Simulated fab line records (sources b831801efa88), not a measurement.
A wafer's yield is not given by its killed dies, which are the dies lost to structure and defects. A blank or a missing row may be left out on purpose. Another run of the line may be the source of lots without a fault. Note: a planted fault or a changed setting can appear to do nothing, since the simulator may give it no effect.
Which of the tools did it? | flow gf180mcu | 39 wafers from 13 lots sampled at 4 of the route's 602 steps

WHAT THE GAUGES READ, wafer by wafer
GF_MVPSD_TW_MEAS_11. Usual: MVPSD_TW 549, standard deviation 7.1.
lot  | measured     | on            | MVPSD_TW    | flag
L696 | day 5 03:32  | film-metro-01 | 552 550 553 |
L697 | day 5 08:59  | film-metro-04 | 551 551 549 |
L699 | day 5 21:32  | film-metro-01 | 550 550 549 |
L701 | day 6 14:34  | film-metro-03 | 532 535 535 |
L703 | day 7 04:46  | film-metro-01 | 557 556 556 |
L708 | day 8 13:07  | film-metro-01 | 556 554 553 |
L709 | day 8 13:44  | film-metro-04 | 556 555 553 |
L713 | day 9 13:20  | film-metro-04 | 551 550 549 |
L714 | day 9 17:08  | film-metro-01 | 553 553 554 |
L715 | day 9 22:47  | film-metro-03 | 539 537 539 |
L716 | day 10 07:10 | film-metro-04 | 551 552 552 |
L717 | day 10 13:53 | film-metro-01 | 557 551 553 |
L718 | day 10 17:41 | film-metro-03 | 539 540 537 |

GF_VT_IMPLANT_TW_MEAS_21. Usual: VT_IMPLANT_2_TW 1213, standard deviation 4.7.
lot  | measured     | on            | VT_IMPLANT_2_TW | flag
L696 | day 6 08:23  | film-metro-02 | 1216 1210 1211  |
L697 | day 6 15:53  | film-metro-04 | 1210 1214 1207  |
L699 | day 7 03:20  | film-metro-01 | 1215 1214 1214  |
L701 | day 7 21:52  | film-metro-01 | 1274 1266 1269  | OFF
L703 | day 8 12:59  | film-metro-02 | 1271 1279 1275  | OFF
L708 | day 9 23:52  | film-metro-01 | 1215 1222 1220  |
L709 | day 10 00:11 | film-metro-04 | 1211 1218 1211  |
L713 | day 11 01:34 | film-metro-01 | 1210 1215 1221  |
L714 | day 11 05:38 | film-metro-01 | 1214 1212 1212  |
L715 | day 11 10:50 | film-metro-01 | 1212 1211 1215  |
L716 | day 11 19:44 | film-metro-04 | 1203 1205 1211  |
L717 | day 12 02:26 | film-metro-02 | 1218 1220 1219  |
L718 | day 12 07:35 | film-metro-02 | 1215 1218 1218  |

WHAT TOOL EACH LOT RAN ON (gives the tool, then ch and the chambers of the sampled wafers, and finally the start)
lot  | GF_VT_IMPLANT_STRIP_09               | GF_VT_IMPLANT_IMPLANT_19
L696 | plasma-asher-04 ch 0,1, day 5 17:37  | implanter-02 ch 0, day 6 08:08
L697 | plasma-asher-03 ch 0,1, day 6 00:16  | implanter-01 ch 0, day 6 15:40
L699 | plasma-asher-02 ch 0,1, day 6 11:44  | implanter-04 ch 0, day 7 03:07
L701 | plasma-asher-02 ch 0, day 7 06:05    | implanter-02 ch 0, day 7 21:37
L703 | plasma-asher-04 ch 0,1, day 7 21:08  | implanter-02 ch 0, day 8 12:44
L708 | plasma-asher-02 ch 0,1, day 9 05:49  | implanter-04 ch 0, day 9 23:37
L709 | plasma-asher-02 ch 1, day 9 06:28    | implanter-01 ch 0, day 9 23:56
L713 | plasma-asher-02 ch 0,1, day 10 07:20 | implanter-02 ch 0, day 11 01:19
L714 | plasma-asher-04 ch 0,1, day 10 10:50 | implanter-02 ch 0, day 11 05:23
L715 | plasma-asher-02 ch 1, day 10 16:23   | implanter-02 ch 0, day 11 10:35
L716 | plasma-asher-02 ch 0,1, day 11 01:11 | implanter-01 ch 0, day 11 19:31
L717 | plasma-asher-04 ch 0,1, day 11 08:05 | implanter-04 ch 0, day 12 02:11
L718 | plasma-asher-02 ch 0, day 11 11:59   | implanter-02 ch 0, day 12 07:22
- GF_VT_IMPLANT_STRIP_09: strips in O2/N2.
- GF_VT_IMPLANT_IMPLANT_19

WHAT THE TOOLS THEMSELVES READ (means of the sampled wafers that have a number; where no wafer has one, the mark that the record gives instead)
GF_VT_IMPLANT_STRIP_09. Usual: drypump-motor-current-A 5.9 A, standard deviation 0.43; heater-power-w 328 W, standard deviation 32; oes-product-au 0.716 a.u., standard deviation 0.0045; strip-time-to-endpoint-s 12.64 s, standard deviation 0.041.
lot  | tool            | drypump-motor-current-A (A) | heater-power-w (W) | oes-product-au (a.u.) | strip-time-to-endpoint-s (s) | flag
L696 | plasma-asher-04 | 6.0                         | 292                | 0.712                 | 12.59                        |
L697 | plasma-asher-03 | 5.9                         | 333                | 0.720                 | 12.62                        |
L699 | plasma-asher-02 | 6.0                         | 339                | 0.716                 | 12.63                        |
L701 | plasma-asher-02 | 5.4                         | 340                | 0.720                 | 12.65                        |
L703 | plasma-asher-04 | 6.0                         | 293                | 0.718                 | 12.64                        |
L708 | plasma-asher-02 | 6.0                         | 341                | 0.717                 | 12.66                        |
L709 | plasma-asher-02 | 6.3                         | 345                | 0.721                 | 12.68                        |
L713 | plasma-asher-02 | 5.6                         | 343                | 0.716                 | 12.64                        |
L714 | plasma-asher-04 | 6.0                         | 287                | 0.713                 | 12.63                        |
L715 | plasma-asher-02 | 6.3                         | 346                | 0.716                 | 12.66                        |
L716 | plasma-asher-02 | 5.7                         | 343                | 0.715                 | 12.72                        |
L717 | plasma-asher-04 | 6.0                         | 293                | 0.714                 | 12.67                        |
L718 | plasma-asher-02 | 5.4                         | 344                | 0.716                 | 12.66                        |

GF_VT_IMPLANT_IMPLANT_19. Usual: beam-energy-keV reads 100.01 (standard deviation 0.033).
lot  | tool         | beam-energy-keV | flag
L696 | implanter-02 | 99.98           |
L697 | implanter-01 | 100.02          |
L699 | implanter-04 | 100.01          |
L701 | implanter-02 | 116.84          | OFF
L703 | implanter-02 | 116.84          | OFF
L708 | implanter-04 | 99.98           |
L709 | implanter-01 | 100.01          |
L713 | implanter-02 | 100.02          |
L714 | implanter-02 | 99.99           |
L715 | implanter-02 | 99.96           |
L716 | implanter-01 | 100.02          |
L717 | implanter-04 | 100.01          |
L718 | implanter-02 | 100.02          |

THE ANSWER, worked out from the rows above alone
Rule: lot off if the mean of its wafers having a number is beyond 3 standard deviations from the usual mean. Also off: a lot with no number at a reading for which 4 or more lots have one. Any other lot the step has rows for is counted as sound. After the gauges, taken in route order, come the tools' own readings; for these a lot's mean is taken, as printed above. At the first step where some lot is off, the reading lying furthest off is the one used; lots without a number count as furthest.
Off: at GF_VT_IMPLANT_TW_MEAS_21 (VT_IMPLANT_2_TW), L701, L703.
A tool fits if, at a process step before that reading, it ran every lot that is off, and no sound lot after the first of them. The gauges at GF_VT_IMPLANT_TW_MEAS_21 aren't tried: what is off there is off at GF_VT_IMPLANT_IMPLANT_19 too, on other tools, and a gauge's error can't cause that. Of those tried, none fits.

WHAT HAD BEEN PUT IN BY THE SIMULATOR
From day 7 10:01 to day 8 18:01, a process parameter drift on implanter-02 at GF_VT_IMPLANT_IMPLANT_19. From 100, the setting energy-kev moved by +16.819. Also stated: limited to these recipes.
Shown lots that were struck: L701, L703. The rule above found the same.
